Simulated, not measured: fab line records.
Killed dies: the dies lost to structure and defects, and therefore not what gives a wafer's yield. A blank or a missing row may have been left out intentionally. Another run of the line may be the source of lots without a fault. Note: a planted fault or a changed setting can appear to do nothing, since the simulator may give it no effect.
The tool behind it: which one? | flow gf180mcu | 13 lots with 39 wafers sampled at 5 steps, on a route of 602 steps

WHAT EACH GAUGE READ, for each wafer
GF_V4_THK_MEAS_01.
lot  | measured     | on           | V4_CVD_00_THK (nm)
L688 | day 22 23:29 | filmMetro-01 | 591 595 591
L689 | day 24 05:31 | filmMetro-01 | 607 602 608
L690 | day 24 20:47 | filmMetro-03 | 602 603 596
L692 | day 25 11:58 | filmMetro-01 | 606 607 607
L693 | day 25 22:31 | filmMetro-03 | 591 606 589
L694 | day 26 05:02 | filmMetro-01 | 295 303 304
L697 | day 26 17:25 | filmMetro-03 | 301 297 298
L704 | day 28 23:11 | filmMetro-03 | 606 610 609
L705 | day 29 01:01 | filmMetro-03 | 598 598 606
L706 | day 29 15:24 | filmMetro-04 | 604 601 591
L707 | day 29 16:53 | filmMetro-03 | 614 604 595
L710 | day 30 10:01 | filmMetro-01 | 593 588 603
L711 | day 30 15:09 | filmMetro-01 | 587 596 601

WHICH TOOL RAN EACH LOT (tool, then ch and the chambers of the sampled wafers, then the start)
lot  | GF_M3_SPUTTER_02            | GF_V3_CVD_23                 | GF_M4_SPUTTER_02            | GF_V4_CVD_00
L688 | pvdSputter-01, day 19 19:19 | cvdW-02 ch 0,1, day 21 21:53 | pvdSputter-03, day 21 22:37 | hdpcvd-02 ch 0,1, day 22 23:25
L689 | pvdSputter-03, day 21 04:38 | cvdW-01 ch 0,1, day 23 05:43 | pvdSputter-03, day 23 06:36 | hdpcvd-02 ch 1,2, day 24 05:26
L690 | pvdSputter-03, day 21 20:07 | cvdW-02 ch 0,1, day 23 21:35 | pvdSputter-03, day 23 22:19 | hdpcvd-01 ch 0,1,2, day 24 20:43
L692 | pvdSputter-01, day 22 13:29 | cvdW-01 ch 0,1, day 24 12:43 | pvdSputter-01, day 24 13:26 | hdpcvd-02 ch 0,2, day 25 11:54
L693 | pvdSputter-01, day 23 00:36 | cvdW-02 ch 0,1, day 24 23:34 | pvdSputter-03, day 25 00:17 | hdpcvd-01 ch 0,1, day 25 22:26
L694 | pvdSputter-01, day 23 07:13 | cvdW-02 ch 0,1, day 25 06:04 | pvdSputter-01, day 25 07:02 | hdpcvd-01 ch 0,1,2, day 26 04:58
L697 | pvdSputter-03, day 23 21:56 | cvdW-01 ch 0, day 25 18:44   | pvdSputter-03, day 25 19:28 | hdpcvd-01 ch 1,2, day 26 17:20
L704 | pvdSputter-02, day 26 06:49 | cvdW-02 ch 0,1, day 28 02:05 | pvdSputter-04, day 28 02:49 | hdpcvd-02 ch 0,1,2, day 28 23:07
L705 | pvdSputter-02, day 26 09:46 | cvdW-01 ch 0,1, day 28 03:59 | pvdSputter-01, day 28 04:43 | hdpcvd-01 ch 0,1,2, day 29 00:56
L706 | pvdSputter-02, day 27 02:29 | cvdW-02 ch 0,1, day 28 19:11 | pvdSputter-04, day 28 19:52 | hdpcvd-01 ch 0,1,2, day 29 15:20
L707 | pvdSputter-01, day 27 02:48 | cvdW-02 ch 0,1, day 28 20:05 | pvdSputter-04, day 28 20:49 | hdpcvd-01 ch 0,1,2, day 29 16:49
L710 | pvdSputter-01, day 27 20:06 | cvdW-01 ch 0,1, day 29 13:04 | pvdSputter-04, day 29 13:47 | hdpcvd-01 ch 0,1,2, day 30 09:56
L711 | pvdSputter-03, day 28 01:26 | cvdW-02 ch 1, day 29 18:41   | pvdSputter-01, day 29 19:25 | hdpcvd-01 ch 0,2, day 30 15:05
- GF_M3_SPUTTER_02: material AlCu, target thk 450 nm, time 23.9 s.
- GF_V3_CVD_23: deposits W, target thk 350 nm, time 104.9 s.
- GF_M4_SPUTTER_02: material AlCu, target thk 450 nm, time 23.9 s.
- GF_V4_CVD_00: deposits SiO2, target thk 600 nm, time 100 s.

WHAT THE TOOLS THEMSELVES READ (means of the sampled wafers that have a number; where no wafer has one, the mark that the record gives instead)
GF_M3_SPUTTER_02.
lot  | tool          | throttleValvePct (%)
L688 | pvdSputter-01 | 29.8
L689 | pvdSputter-03 | 28.8
L690 | pvdSputter-03 | 29.2
L692 | pvdSputter-01 | 29.3
L693 | pvdSputter-01 | 29.2
L694 | pvdSputter-01 | 29.9
L697 | pvdSputter-03 | 29.1
L704 | pvdSputter-02 | 31.8
L705 | pvdSputter-02 | 30.1
L706 | pvdSputter-02 | 30.7
L707 | pvdSputter-01 | 29.1
L710 | pvdSputter-01 | 29.3
L711 | pvdSputter-03 | 30.2

GF_V3_CVD_23.
lot  | tool    | heaterPowerW (W)
L688 | cvdW-02 | 721
L689 | cvdW-01 | 932
L690 | cvdW-02 | 724
L692 | cvdW-01 | 903
L693 | cvdW-02 | 733
L694 | cvdW-02 | 759
L697 | cvdW-01 | 963
L704 | cvdW-02 | 723
L705 | cvdW-01 | 929
L706 | cvdW-02 | 727
L707 | cvdW-02 | 726
L710 | cvdW-01 | 901
L711 | cvdW-02 | 786

GF_M4_SPUTTER_02.
lot  | tool          | throttleValvePct (%)
L688 | pvdSputter-03 | 28.5
L689 | pvdSputter-03 | 29.2
L690 | pvdSputter-03 | 28.7
L692 | pvdSputter-01 | 29.8
L693 | pvdSputter-03 | 29.1
L694 | pvdSputter-01 | 29.8
L697 | pvdSputter-03 | 29.3
L704 | pvdSputter-04 | 30.3
L705 | pvdSputter-01 | 29.6
L706 | pvdSputter-04 | 30.0
L707 | pvdSputter-04 | 30.4
L710 | pvdSputter-04 | 29.8
L711 | pvdSputter-01 | 29.4

GF_V4_CVD_00.
lot  | tool      | sih4FlowSccm (sccm)
L688 | hdpcvd-02 | 59.98
L689 | hdpcvd-02 | 60.09
L690 | hdpcvd-01 | 60.02
L692 | hdpcvd-02 | 59.98
L693 | hdpcvd-01 | 60.22
L694 | hdpcvd-01 | 29.85
L697 | hdpcvd-01 | 29.92
L704 | hdpcvd-02 | 59.88
L705 | hdpcvd-01 | 59.93
L706 | hdpcvd-01 | 59.92
L707 | hdpcvd-01 | 60.15
L710 | hdpcvd-01 | 59.89
L711 | hdpcvd-01 | 59.85

THE ANSWER, worked out from the rows above alone
Rule: usual is defined by the lots themselves. The widest of any qualifying gaps counts: lots, ordered by their means at a reading, are off when they make up no more than a third of the lots, leave a main group of 4 or more, and stand apart from it by 3 or more times the standard deviation of that group's means. Not used: any main group whose means are identical at the precision the tables above print for the reading. Also off: a lot with no number at a reading for which 4 or more lots have one. Where the step has rows for the other lots, those lots are counted as sound. Order of review: gauges by route order, followed by the tools' own readings, for which a lot's mean as printed above is used. At the first step where some lot is off, the reading lying furthest off is the one used; lots without a number count as furthest.
Off: at GF_V4_THK_MEAS_01 (V4_CVD_00_THK), L694, L697. For the main group the mean is 600 nm and the standard deviation 5.3.
A tool fits if, at a process step before that reading, it ran every lot that is off, and no sound lot after the first of them. The gauges at GF_V4_THK_MEAS_01 aren't tried: what is off there is off at GF_V4_CVD_00 too, on other tools, and a gauge's error can't cause that. Not one of the candidates tried fits.

WHAT HAD BEEN PUT IN BY THE SIMULATOR
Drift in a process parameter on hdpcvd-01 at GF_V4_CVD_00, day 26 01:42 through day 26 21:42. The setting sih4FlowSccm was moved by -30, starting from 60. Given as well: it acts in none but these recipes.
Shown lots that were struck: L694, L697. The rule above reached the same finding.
